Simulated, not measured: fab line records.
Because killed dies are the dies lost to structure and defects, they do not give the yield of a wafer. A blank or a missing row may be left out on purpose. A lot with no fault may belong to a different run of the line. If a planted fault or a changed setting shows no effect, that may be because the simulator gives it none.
A struck lot beside a sound one ; flow sky130 ; 22 steps out of a route of 708
Sound: wafers L420.2, L420.3, L420.5. Struck: wafers L424.5, L424.6 (left out: L424.4, a lot-mate that was not struck); the cause follows at the end.
For every step that has rows: the tool of each side, followed by ch and its chambers, followed by its first start. Under that, the readings that differ: sound wafers ; struck wafers ; difference of the means ; sigmas: that difference in standard deviations of wafers without a fault.
alike: a reading whose means differ by less than 2 such deviations, as well as words and numbers matching on both sides. not compared: withheld readings; readings where some wafer has no value; bounds like >300 that might hide an equal value; numbers whose values overlap and for which the record gives no deviation.
Wherever a step has rows on one side only, a row that says differs or no value, or a row with sigmas, the two part there. When numbers do not overlap yet have no deviation, they are printed without sigmas and do not part them. Lack of a reading on every wafer of one side parts them only where that side has two or more wafers.

first, 2 steps without rows for these wafers: SKY_METAL1_SPUTTER_00 (material Ti, target thk 15 nm, time 10 s); SKY_METAL1_SPUTTER_01 (material TiN, target thk 20 nm, time 16.7 s).
SKY_METAL1_SPUTTER_02: material AlCu, target thk 250 nm, time 13.3 s.
  sound on pvd_sputter-04 at day 32 14:56; struck on pvd_sputter-01 at day 33 11:47
  alike: chamber_pressure_pa, throttle_valve_pct
SKY_METAL1_SPUTTER_03: material Ti, target thk 5 nm, time 3.3 s.
  sound on pvd_sputter-04 at day 32 14:57; struck on pvd_sputter-01 at day 33 11:49
  alike: chamber_pressure_pa, throttle_valve_pct
SKY_METAL1_SPUTTER_04: material TiN, target thk 70 nm, time 58.3 s.
  sound on pvd_sputter-04 at day 32 14:58; struck on pvd_sputter-01 at day 33 11:50
  alike: chamber_pressure_pa, throttle_valve_pct
SKY_METAL1_RS_MEAS_05: measures by four-point-probe.
  sound on film_metro-02 at day 32 15:02; struck on film_metro-02 at day 33 11:56
  alike: METAL1_ALCU_RS
SKY_METAL1_THK_MEAS_06: measures by xrf.
  sound on film_metro-02 at day 32 15:09; struck on film_metro-02 at day 33 12:02
  alike: METAL1_ALCU_THK
then, 5 steps without rows for these wafers: SKY_METAL1_DEHYDRATE_07 (time 60 s); SKY_METAL1_HMDS_08 (prime time 60 s); SKY_METAL1_COAT_09 (resist thk 60 nm); SKY_METAL1_COAT_10 (resist thk 450 nm); SKY_METAL1_SOFTBAKE_11 (time 90 s).
SKY_METAL1_EXPOSE_12: exposes mask MM1, target cd 140 nm.
  sound on krf_scanner-02 ch 0, day 33 04:27; struck on krf_scanner-02 ch 0, day 34 01:24
  alike: mask
then, 2 steps without rows for these wafers: SKY_METAL1_PEB_13; SKY_METAL1_DEVELOP_14 (develop time 60 s).
SKY_METAL1_CD_MEAS_15 targets a cd of 140 nm.
  sound on cd_sem-02 at day 33 17:40; struck on cd_sem-02 at day 34 14:48
reading;sound;struck;difference;sigmas
cd_nm (nm);140.6 138.8 139.9;133.7 135.4;-5.2;-3
SKY_METAL1_OVL_MEAS_16:
  sound on overlay-01 at day 33 17:47; struck on overlay-02 at day 34 14:53
  alike: METAL1_OVL
SKY_METAL1_DESCUM_17: chemistry O2, time 8 s.
  sound on rie_metal-04 ch 0,1, day 33 17:49; struck on rie_metal-03 ch 0,1, day 34 14:55
reading;sound;struck;difference;sigmas
model.METAL1.cd_nm (nm);140.8 139.5 140.5;133.3 135.2;-6.0;
  alike: drypump_motor_current_A, oes_product_au
  not compared: rf_hours_counter_h
SKY_METAL1_ETCH_18: etches BARC in N2/H2, stops on SiO2, time 45.9 s, target depth 60 nm.
  sound on rie_metal-04 ch 0,1, day 33 17:50; struck on rie_metal-03 ch 0,1, day 34 14:57
  alike: drypump_motor_current_A, oes_product_au, throttle_valve_pct
  not compared: rf_hours_counter_h
SKY_METAL1_METAL_ETCH_19: etches the open film in Cl2/BCl3, stops on SiO2, target depth 360 nm, time 78 s.
  sound on rie_metal-04 ch 0,1, day 33 17:55; struck on rie_metal-03 ch 0,1, day 34 15:02
reading;sound;struck;difference;sigmas
model.METAL1.cd_nm (nm);136.7 137.3 136.6;135.2 135.5;-1.5;
  alike: drypump_motor_current_A, oes_product_au, throttle_valve_pct
  not compared: rf_hours_counter_h
SKY_METAL1_STRIP_20: strips in O2/N2.
  sound on plasma_asher-03 ch 0,1, day 33 18:00; struck on plasma_asher-03 ch 0,1, day 34 15:07
  alike: drypump_motor_current_A, oes_product_au, strip_time_to_endpoint_s
  not compared: rf_hours_counter_h
-- the record jumps here: 13 days lie between the struck wafers' starts before and after (it left off in module METAL1 and takes up again in module PAD_OPEN, whose first step shown is number 708 of the route) --
SKY_PAD_OPEN_PROBE_99:
  sound on prober-02 at day 46 10:13; struck on prober-01 at day 47 06:29
  alike: defect_limited_yield, killed_at_M0_to_M3, killed_at_M4_up, killed_at_contacts, killed_at_front_end, killed_at_other, killed_dies, killed_open, killed_short, sort_bin_3_pad_short, sort_bin_5_function, sort_bin_6_memory, sort_n_pass, sort_yield_pct

WHERE THEY PART
Within this record, at SKY_METAL1_CD_MEAS_15 only. Later steps at which nothing parts them and some readings are alike: SKY_METAL1_OVL_MEAS_16, SKY_METAL1_DESCUM_17, SKY_METAL1_ETCH_18, SKY_METAL1_METAL_ETCH_19, SKY_METAL1_STRIP_20, SKY_PAD_OPEN_PROBE_99.

WHY: whatever the simulator had introduced
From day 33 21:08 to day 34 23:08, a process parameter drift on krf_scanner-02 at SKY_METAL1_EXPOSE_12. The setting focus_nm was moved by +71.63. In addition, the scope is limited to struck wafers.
